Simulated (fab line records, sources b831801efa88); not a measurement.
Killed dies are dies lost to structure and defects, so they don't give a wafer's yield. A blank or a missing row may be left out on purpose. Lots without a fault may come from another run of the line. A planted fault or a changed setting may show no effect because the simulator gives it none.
A struck lot beside a sound one | flow gf180mcu | 15 steps out of a route of 602
Sound: wafers L161.1, L161.2, L161.3. Struck: wafers L153.3, L153.6. (L153.1 of the same lot was not struck and is left out.) The cause comes at the end.
At each step with rows: each side's tool, then ch and its chambers, then its first start. Under that, the readings that differ: sound wafers | struck wafers | difference of the means | sigmas: that difference in standard deviations of wafers without a fault.
alike: readings whose means differ by less than 2 such deviations, and words and numbers that are the same on both sides. not compared: withheld readings, readings that some wafer has no value for, bounds like >300 that may hide the same value, and numbers for which the record gives no deviation and whose values overlap.
The two part at a step that has a row with sigmas, a row that says differs or no value, or rows on one side only. Numbers that don't overlap but have no deviation are shown without sigmas and don't part them. A reading that every wafer of one side lacks parts them only if that side has two wafers or more.

first, 6 steps without rows for these wafers: GF_M2_HMDS_08 (prime time 60 s); GF_M2_COAT_09 (resist thk 1000 nm); GF_M2_SOFTBAKE_10 (time 60 s); GF_M2_EXPOSE_11 (exposes mask Metal2, target cd 280 nm); GF_M2_PEB_12 (peb time 90 s); GF_M2_DEVELOP_13 (develop time 60 s).
GF_M2_CD_MEAS_14: target cd 280 nm.
  sound on cd_sem-01, day 25 06:52; struck on cd_sem-02, day 22 11:55
  alike: cd_nm
GF_M2_OVL_MEAS_15:
  sound on overlay-01, day 25 06:59; struck on overlay-01, day 22 12:02
  alike: M2_OVL
GF_M2_METAL_ETCH_16: etches the open film in Cl2/BCl3, stops on SiO2, target depth 750.8 nm, time 125.1 s.
  sound on rie_metal-01 ch 0,1, day 25 07:02; struck on rie_metal-02 ch 0,1, day 22 12:05
  reading                     | sound       | struck  | difference | sigmas
  drypump_motor_current_A (A) | 5.4 4.9 4.9 | 5.8 6.5 | +1.1       | +2
  alike: oes_product_au, throttle_valve_pct
  not compared: rf_hours_counter_h
GF_M2_STRIP_17: strips in O2/N2.
  sound on plasma_asher-04 ch 0,1, day 25 07:10; struck on plasma_asher-02 ch 0, day 22 12:13
  alike: drypump_motor_current_A, heater_power_w, oes_product_au, strip_time_to_endpoint_s
  not compared: rf_hours_counter_h
then, 2 steps without rows for these wafers: GF_M2_STRIP_18 (strips in post etch residue remover, time 1200 s); GF_M2_CLEAN_19 (cleans in DIW).
GF_V2_CVD_00: deposits SiO2, target thk 600 nm, time 100 s.
  sound on hdpcvd-01 ch 0,1,2, day 25 07:42; struck on hdpcvd-01 ch 2, day 22 12:44
  reading                             | sound             | struck      | difference | sigmas
  sih4_flow_sccm (sccm)               | 60.00 59.80 60.24 | 71.92 72.18 | +12.04     | +75
  model.SiO2_of_V2_CVD_00.thk_nm (nm) | 588.1 597.8 591.7 | 712.3 701.2 | +114.2     |
  alike: pressure_mtorr
GF_V2_THK_MEAS_01:
  sound on film_metro-01, day 25 07:46; struck on film_metro-03, day 22 12:49
  reading            | sound       | struck  | difference | sigmas
  V2_CVD_00_THK (nm) | 588 597 592 | 712 701 | +114       | +16
GF_V2_CVD_02: deposits SiO2 from TEOS, target thk 850 nm, time 94.851 s.
  sound on pecvd-02 ch 0,1,2, day 25 07:50; struck on pecvd-04 ch 1,2, day 22 12:52
  alike: heater_power_w

WHERE THEY PART
First at GF_M2_METAL_ETCH_16; last, within this record, at GF_V2_THK_MEAS_01. Later steps at which nothing parts them and some readings are alike: GF_V2_CVD_02.

WHY: what the simulator had put in
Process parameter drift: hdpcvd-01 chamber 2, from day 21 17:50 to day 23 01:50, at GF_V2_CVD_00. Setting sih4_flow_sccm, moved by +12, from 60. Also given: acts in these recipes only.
